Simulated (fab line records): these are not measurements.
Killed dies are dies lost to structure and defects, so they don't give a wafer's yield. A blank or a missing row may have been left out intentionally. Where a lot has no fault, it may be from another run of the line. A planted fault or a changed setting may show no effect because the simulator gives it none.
Which tool did it? + flow sky130 + 13 lots, 37 wafers sampled, at 5 steps of a route of 708

## WHAT THE GAUGES SHOWED, per wafer
SKY_NWELL_RS_MEAS_31: uses a four-point probe to measure.
| lot  | measured     | on           | PWDE_RS (ohm/sq) |
|------|--------------|--------------|------------------|
| L952 | day 5 12:32  | filmMetro-01 | 5226 5234 5217   |
| L953 | day 5 18:49  | filmMetro-01 | 5251 5246 5233   |
| L954 | day 5 23:13  | filmMetro-04 | 5289 5273 5277   |
| L955 | day 6 07:34  | filmMetro-04 | 5263 5253 5274   |
| L956 | day 6 11:50  | filmMetro-01 | 5285 5291 5299   |
| L957 | day 6 20:28  | filmMetro-01 | 5280 5278 5289   |
| L958 | day 7 03:13  | filmMetro-01 | 5257 5277 5276   |
| L960 | day 7 12:38  | filmMetro-04 | 5242 5254 5249   |
| L961 | day 7 20:16  | filmMetro-04 | 5282 5296 5284   |
| L963 | day 8 07:58  | filmMetro-01 | 5258 5258 5256   |
| L966 | day 9 00:08  | filmMetro-04 | 5303 5293 5297   |
| L968 | day 9 14:31  | filmMetro-03 | 5299 5313        |
| L970 | day 10 04:17 | filmMetro-04 | 5267 5257        |

SKY_VT_ADJUST_NCORE_CD_MEAS_07: the cd target is 380 nm.
| lot  | measured     | on       | cdNm (nm)         |
|------|--------------|----------|-------------------|
| L952 | day 8 16:32  | cdSem-02 | 379.1 379.6 379.3 |
| L953 | day 9 01:05  | cdSem-01 | 375.1 375.3 376.6 |
| L954 | day 9 06:41  | cdSem-02 | 377.1 379.0 376.5 |
| L955 | day 9 15:43  | cdSem-02 | 380.1 381.3 380.0 |
| L956 | day 9 22:15  | cdSem-02 | 383.0 382.3 383.5 |
| L957 | day 10 08:47 | cdSem-02 | 382.7 383.4 381.7 |
| L958 | day 10 16:11 | cdSem-02 | 381.5 382.0 382.1 |
| L960 | day 11 05:00 | cdSem-01 | 378.0 379.7 378.1 |
| L961 | day 11 12:01 | cdSem-01 | 385.8 385.0 383.4 |
| L963 | day 12 02:58 | cdSem-02 | 380.7 377.9 377.9 |
| L966 | day 12 21:28 | cdSem-02 | 382.7 383.2 381.1 |
| L968 | day 13 13:52 | cdSem-02 | 382.6 381.2       |
| L970 | day 14 05:51 | cdSem-01 | 381.0 381.1       |

## WHICH TOOL RAN EACH LOT (tool, then ch and the chambers of the sampled wafers, then the start)
| lot  | SKY_NWELL_STRIP_25                 | SKY_VT_ADJUST_LVTN_COAT_02       | SKY_VT_ADJUST_LVTN_STRIP_09         |
|------|------------------------------------|----------------------------------|-------------------------------------|
| L952 | plasmaAsher-01 ch 0,1, day 5 11:58 | lithoTrack-02 ch 0, day 6 14:46  | plasmaAsher-01 ch 1, day 7 01:11    |
| L953 | plasmaAsher-01 ch 0,1, day 5 18:16 | lithoTrack-01 ch 0, day 6 21:53  | plasmaAsher-01 ch 0,1, day 7 07:32  |
| L954 | plasmaAsher-04 ch 0,1, day 5 22:40 | lithoTrack-02 ch 0, day 7 03:40  | plasmaAsher-01 ch 0,1, day 7 13:24  |
| L955 | plasmaAsher-04 ch 0,1, day 6 06:59 | lithoTrack-04 ch 0, day 7 11:38  | plasmaAsher-01 ch 0,1, day 7 22:07  |
| L956 | plasmaAsher-04 ch 0, day 6 11:17   | lithoTrack-01 ch 0, day 7 15:56  | plasmaAsher-04 ch 0,1, day 8 02:42  |
| L957 | plasmaAsher-02 ch 0,1, day 6 19:53 | lithoTrack-02 ch 0, day 8 02:11  | plasmaAsher-01 ch 0,1, day 8 13:02  |
| L958 | plasmaAsher-02 ch 0,1, day 7 02:40 | lithoTrack-04 ch 0, day 8 08:28  | plasmaAsher-01 ch 0,1, day 8 19:35  |
| L960 | plasmaAsher-02 ch 0,1, day 7 12:04 | lithoTrack-02 ch 0, day 8 20:01  | plasmaAsher-03 ch 0,1, day 9 06:51  |
| L961 | plasmaAsher-02 ch 0,1, day 7 19:43 | lithoTrack-01 ch 0, day 9 02:26  | plasmaAsher-01 ch 0,1, day 9 13:39  |
| L963 | plasmaAsher-01 ch 0,1, day 8 07:23 | lithoTrack-02 ch 0, day 9 16:35  | plasmaAsher-03 ch 0, day 10 04:06   |
| L966 | plasmaAsher-02 ch 0,1, day 8 23:34 | lithoTrack-02 ch 0, day 10 09:13 | plasmaAsher-03 ch 0,1, day 10 21:31 |
| L968 | plasmaAsher-02 ch 0,1, day 9 13:58 | lithoTrack-02 ch 0, day 11 00:43 | plasmaAsher-03 ch 0, day 11 12:34   |
| L970 | plasmaAsher-01 ch 1, day 10 03:41  | lithoTrack-02 ch 0, day 11 14:58 | plasmaAsher-04 ch 0,1, day 12 03:21 |
- SKY_NWELL_STRIP_25: strips in O2/N2.
- SKY_VT_ADJUST_LVTN_COAT_02: resist thk 3000 nm.
- SKY_VT_ADJUST_LVTN_STRIP_09: strips in O2/N2.

## AS READ BY THE TOOLS THEMSELVES (means over the sampled wafers that have a number; for cases with no such wafer, the mark the record gives instead)
SKY_NWELL_STRIP_25.
| lot  | tool           | drypumpMotorCurrentA (A) | oesProductAu (a.u.) | stripTimeToEndpointS (s) |
|------|----------------|--------------------------|---------------------|--------------------------|
| L952 | plasmaAsher-01 | 5.5                      | 0.718               | 36.88                    |
| L953 | plasmaAsher-01 | 5.5                      | 0.723               | 36.97                    |
| L954 | plasmaAsher-04 | 5.2                      | 0.726               | 37.04                    |
| L955 | plasmaAsher-04 | 5.2                      | 0.717               | 36.77                    |
| L956 | plasmaAsher-04 | 5.6                      | 0.721               | 37.13                    |
| L957 | plasmaAsher-02 | 5.6                      | 0.723               | 36.81                    |
| L958 | plasmaAsher-02 | 5.2                      | 0.722               | 37.05                    |
| L960 | plasmaAsher-02 | 5.2                      | 0.723               | 37.00                    |
| L961 | plasmaAsher-02 | 5.7                      | 0.722               | 36.82                    |
| L963 | plasmaAsher-01 | 5.5                      | 0.719               | 36.84                    |
| L966 | plasmaAsher-02 | 5.2                      | 0.721               | 36.97                    |
| L968 | plasmaAsher-02 | 5.4                      | 0.724               | 36.93                    |
| L970 | plasmaAsher-01 | 6.0                      | 0.718               | 36.89                    |

SKY_VT_ADJUST_LVTN_STRIP_09.
| lot  | tool           | drypumpMotorCurrentA (A) | oesProductAu (a.u.) | stripTimeToEndpointS (s) |
|------|----------------|--------------------------|---------------------|--------------------------|
| L952 | plasmaAsher-01 | 6.1                      | 0.723               | 36.99                    |
| L953 | plasmaAsher-01 | 5.5                      | 0.716               | 36.86                    |
| L954 | plasmaAsher-01 | 5.5                      | 0.721               | 36.78                    |
| L955 | plasmaAsher-01 | 5.7                      | 0.724               | 36.96                    |
| L956 | plasmaAsher-04 | 5.4                      | 0.722               | 36.93                    |
| L957 | plasmaAsher-01 | 5.5                      | 0.720               | 36.84                    |
| L958 | plasmaAsher-01 | 5.5                      | 0.718               | 36.75                    |
| L960 | plasmaAsher-03 | 5.9                      | 0.721               | 36.93                    |
| L961 | plasmaAsher-01 | 5.7                      | 0.725               | 36.92                    |
| L963 | plasmaAsher-03 | 6.1                      | 0.719               | 36.72                    |
| L966 | plasmaAsher-03 | 5.9                      | 0.717               | 35.03                    |
| L968 | plasmaAsher-03 | 6.1                      | 0.716               | 34.15                    |
| L970 | plasmaAsher-04 | 5.3                      | 0.723               | 34.14                    |

## THE ANSWER, worked out from the rows above alone
Rule: what is usual is taken from the lots themselves. The widest of any qualifying gaps counts: lots, ordered by their means at a reading, are off when they make up no more than a third of the lots, leave a main group of 4 or more, and stand apart from it by 3 or more times the standard deviation of that group's means. A main group whose means are all the same, to the digits that the tables above print for the reading, isn't used. Also off: a lot with no number at a reading for which 4 or more lots have one. The other lots that the step has rows for count as sound. Order of review: gauges by route order, followed by the tools' own readings, for which a lot's mean as printed above is used. The first step at which some lot is off is used, and at that step the reading that is off furthest; a lot without a number counts as furthest.
Off, at SKY_VT_ADJUST_LVTN_STRIP_09 on stripTimeToEndpointS: L966, L968, L970. For the main group the mean is 36.87 s and the standard deviation 0.088.
If a tool, at that step or one of the process steps before it, ran each lot that is off and ran no sound lot following the first of them, it fits. One fits: SKY_VT_ADJUST_LVTN_COAT_02 on lithoTrack-02. Its last sound lot is L963 (day 9 16:35), its first lot that is off L966 (day 10 09:13): a fault that began between those two fits.

## WHAT WAS PUT IN BY THE SIMULATOR
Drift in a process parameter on lithoTrack-02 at SKY_VT_ADJUST_LVTN_COAT_02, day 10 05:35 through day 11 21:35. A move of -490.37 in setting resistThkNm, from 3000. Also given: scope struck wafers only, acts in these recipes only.
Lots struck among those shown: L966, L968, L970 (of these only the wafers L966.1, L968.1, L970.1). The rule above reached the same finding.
